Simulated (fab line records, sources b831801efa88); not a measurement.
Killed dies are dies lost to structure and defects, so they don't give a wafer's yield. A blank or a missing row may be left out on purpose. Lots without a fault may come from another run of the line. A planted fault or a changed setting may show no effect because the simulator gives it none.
One fault seen from 2 desks | flow gf180mcu | each desk has only its own numbers; what lay behind them comes last

THE METROLOGY DESK
What the gauges read, lot by lot, whatever tool the lot ran on: means of the sampled wafers that have a number. A lot is out of limits, marked OUT, if its mean lies more than 4 standard deviations from the usual mean; the brackets give that distance.
Columns: A = V4_OVL at GF_V4_OVL_MEAS_15, usual -1 nm
lot  | first seen here | A
L824 | day 24 18:51    | -8
L825 | day 25 01:40    | 5
L827 | day 25 15:25    | -1
L828 | day 25 16:49    | 3
L829 | day 26 05:04    | -2
L831 | day 26 21:53    | 5
L834 | day 28 00:21    | 2
L835 | day 28 10:43    | -2
L836 | day 28 16:02    | 1
L837 | day 28 18:14    | 1
L838 | day 29 02:35    | 0
L845 | day 31 10:04    | -6
L846 | day 31 20:35    | 4
This desk's finding: nothing out of limits on any of the 13 lots.

THE TOOL OWNER'S DESK: pvd_sputter-04
The tool's own readings at GF_M4_SPUTTER_03 (material Ti, target thk 10 nm, time 6.7 s): means of the sampled wafers that have a number, for each lot that ran on this tool. A lot is out of limits, marked OUT, if its mean lies more than 4 standard deviations from the usual mean; the brackets give that distance.
Columns: A = cathode_dc_power_W at GF_M4_SPUTTER_03, usual 3000.1 W; B = substrate_temp_c at GF_M4_SPUTTER_03, usual 300.02 C; C = throttle_valve_pct at GF_M4_SPUTTER_03, usual 30.0 %
lot  | first seen here | A                        | B      | C
L825 | day 23 03:44    | 3000.0                   | 300.15 | 29.2
L828 | day 23 21:20    | 2999.6                   | 300.09 | 29.4
L834 | day 26 05:14    | 3000.0                   | 300.07 | 29.4
L835 | day 26 16:36    | 2999.8                   | 299.95 | 29.1
L836 | day 26 22:08    | 2855.4 (-99 or more) OUT | 300.13 | 29.5
L837 | day 27 01:13    | 2855.5 (-99 or more) OUT | 299.78 | 29.2
L838 | day 27 10:35    | 2855.9 (-99 or more) OUT | 300.02 | 28.7
This desk's finding: out of limits on L836, L837, L838; first on L836, day 26 22:08 (cathode_dc_power_W at GF_M4_SPUTTER_03). In limits: L825, L828, L834, L835.

PUT TOGETHER
The tool owner's desk could have raised an alarm at day 26 22:08, on L836, L837, L838.
The metrology desk saw nothing out of limits.
The metrology desk has L836, L837, L838 on record, within its limits.
Of the lots named, all ran GF_M4_SPUTTER_03 on pvd_sputter-04.

WHAT THE SIMULATOR HAD PUT IN
Process parameter drift: pvd_sputter-04, from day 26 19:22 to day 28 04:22, at GF_M4_SPUTTER_03. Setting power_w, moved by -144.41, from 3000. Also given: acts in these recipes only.
Lots struck among those shown: L836, L837, L838.
Hours from the fault's start to each desk's first reading out of limits: the tool owner's desk, 3.
